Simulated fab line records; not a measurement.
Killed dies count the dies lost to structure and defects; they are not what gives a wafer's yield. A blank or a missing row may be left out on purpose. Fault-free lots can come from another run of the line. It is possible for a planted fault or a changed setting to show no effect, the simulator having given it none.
A struck lot beside a sound one | flow gf180mcu | 26 steps out of a route of 602
Sound: wafers L233.1, L233.4, L233.5. Struck: wafer L245.3. (L245.2, L245.4 of the same lot were not struck and are left out.) The cause comes at the end.
Per side, at each step with rows, come the tool, then ch with its chambers, and then its first start. Under that, the readings that differ: sound wafers | struck wafers | difference of the means | sigmas: that difference in standard deviations of wafers without a fault.
alike: readings whose means differ by less than 2 such deviations, and words and numbers that are the same on both sides. not compared: withheld readings, readings that some wafer has no value for, bounds like >300 that may hide the same value, and numbers for which the record gives no deviation and whose values overlap.
Wherever a step has rows on one side only, a row that says differs or no value, or a row with sigmas, the two part there. Numbers that don't overlap but have no deviation are shown without sigmas and don't part them. A reading missing from all wafers of one side parts the sides only when that side holds two or more wafers.

first, 6 steps without rows for these wafers: GF_TOP_METAL_HMDS_08 (prime time 60 s); GF_TOP_METAL_COAT_09 (resist thk 1500 nm); GF_TOP_METAL_SOFTBAKE_10 (time 60 s); GF_TOP_METAL_EXPOSE_11 (exposes mask MetalTop, target cd 440 nm); GF_TOP_METAL_PEB_12; GF_TOP_METAL_DEVELOP_13 (develop time 60 s).
GF_TOP_METAL_CD_MEAS_14: target cd 440 nm.
  sound: cdSem-01 at day 29 07:16; struck: cdSem-02 at day 32 18:53
  alike: cdNm
GF_TOP_METAL_OVL_MEAS_15:
  sound: overlay-01 at day 29 07:23; struck: overlay-02 at day 32 19:00
  alike: TOP_METAL_OVL
GF_TOP_METAL_METAL_ETCH_16: etches the open film in Cl2/BCl3, stops on SiO2, target depth 1077.5 nm, time 179.6 s.
  sound on rieMetal-04 ch 1, day 29 07:26; struck on rieMetal-04 ch 1, day 32 19:02
  alike: bcl3FlowSccm, biasW, drypumpMotorCurrentA, oesProductAu, throttleValvePct
  not compared: rfHoursCounterH
GF_TOP_METAL_STRIP_17: strips in O2/N2.
  sound on plasmaAsher-02 ch 0,1, day 29 07:47; struck on plasmaAsher-01 ch 1, day 32 19:12
  alike: drypumpMotorCurrentA, heaterPowerW, oesProductAu, stripTimeToEndpointS
  not compared: rfHoursCounterH
then, 2 steps without rows for these wafers: GF_TOP_METAL_STRIP_18 (strips in post etch residue remover, time 1200 s); GF_TOP_METAL_CLEAN_19 (cleans in DIW).
GF_PASSIVATION_CVD_00: deposits SiO2 from TEOS, target thk 1000 nm, time 111.95 s.
  sound on pecvd-03 ch 0,2, day 29 08:20; struck on pecvd-03 ch 1, day 32 19:47
reading                                     | sound            | struck | difference | sigmas
model.SiO2_of_PASSIVATION_CVD_00.thkNm (nm) | 983.6 1011 981.6 | 372.5  | -619.6     | 
  alike: heaterPowerW
GF_PASSIVATION_THK_MEAS_01:
  sound: filmMetro-04 at day 29 08:25; struck: filmMetro-04 at day 32 19:54
reading                     | sound        | struck | difference | sigmas
PASSIVATION_CVD_00_THK (nm) | 984 1010 982 | 373    | -619       | -41
GF_PASSIVATION_CVD_02: deposits Si3N4, target thk 700 nm, time 486.18 s.
  sound on pecvd-01 ch 0,2, day 29 08:29; struck on pecvd-02 ch 1, day 32 19:57
  alike: heaterPowerW
GF_PASSIVATION_THK_MEAS_03:
  sound: filmMetro-04 at day 29 08:46; struck: filmMetro-02 at day 32 20:15
  alike: PASSIVATION_CVD_02_THK
then, 7 steps without rows for these wafers: GF_PASSIVATION_DEHYDRATE_04 (time 60 s); GF_PASSIVATION_HMDS_05 (prime time 60 s); GF_PASSIVATION_COAT_06 (resist thk 4000 nm); GF_PASSIVATION_SOFTBAKE_07; GF_PASSIVATION_EXPOSE_08 (exposes mask Pad, target cd 40000 nm); GF_PASSIVATION_PEB_09; GF_PASSIVATION_DEVELOP_10 (develop time 60 s).
GF_PASSIVATION_ETCH_11: etches the open film in CF4/O2, stops on TiN, target depth 1800 nm, time 400 s.
  sound on rieDiel-03 ch 0,3, day 30 03:37; struck on rieDiel-01 ch 2, day 33 12:04
reading                               | sound             | struck | difference | sigmas
biasW (W)                             | 150.5 150.1 150.0 | 149.2  | -1.0       | -2
oesProductAu (a.u.)                   | 0.955 0.962 0.950 | 0.741  | -0.215     | -28
throttleValvePct (%)                  | 5.967 5.975 5.960 | 5.897  | -0.070     | -8
model.PASSIVATION.featureDepthNm (nm) | 1668 1704 1671    | 1058   | -623       | 
model.etch.depthNm (nm)               | 1668 1704 1671    | 1058   | -623       | 
  alike: O2_flow_sccm, cf4FlowSccm, drypumpMotorCurrentA
  not compared: rfHoursCounterH
GF_PASSIVATION_STRIP_12: strips in O2/N2.
  sound on plasmaAsher-02 ch 0,1, day 30 03:52; struck on plasmaAsher-02 ch 0, day 33 12:19
  alike: drypumpMotorCurrentA, heaterPowerW, oesProductAu, stripTimeToEndpointS
  not compared: rfHoursCounterH
GF_PASSIVATION_PROBE_99:
  only the struck wafers here have rows in the record (prober-01, day 33 14:08); the sound ones have none

WHERE THEY PART
Earliest at GF_PASSIVATION_THK_MEAS_01; latest, in this record, at GF_PASSIVATION_PROBE_99.

WHY: whatever the simulator had introduced
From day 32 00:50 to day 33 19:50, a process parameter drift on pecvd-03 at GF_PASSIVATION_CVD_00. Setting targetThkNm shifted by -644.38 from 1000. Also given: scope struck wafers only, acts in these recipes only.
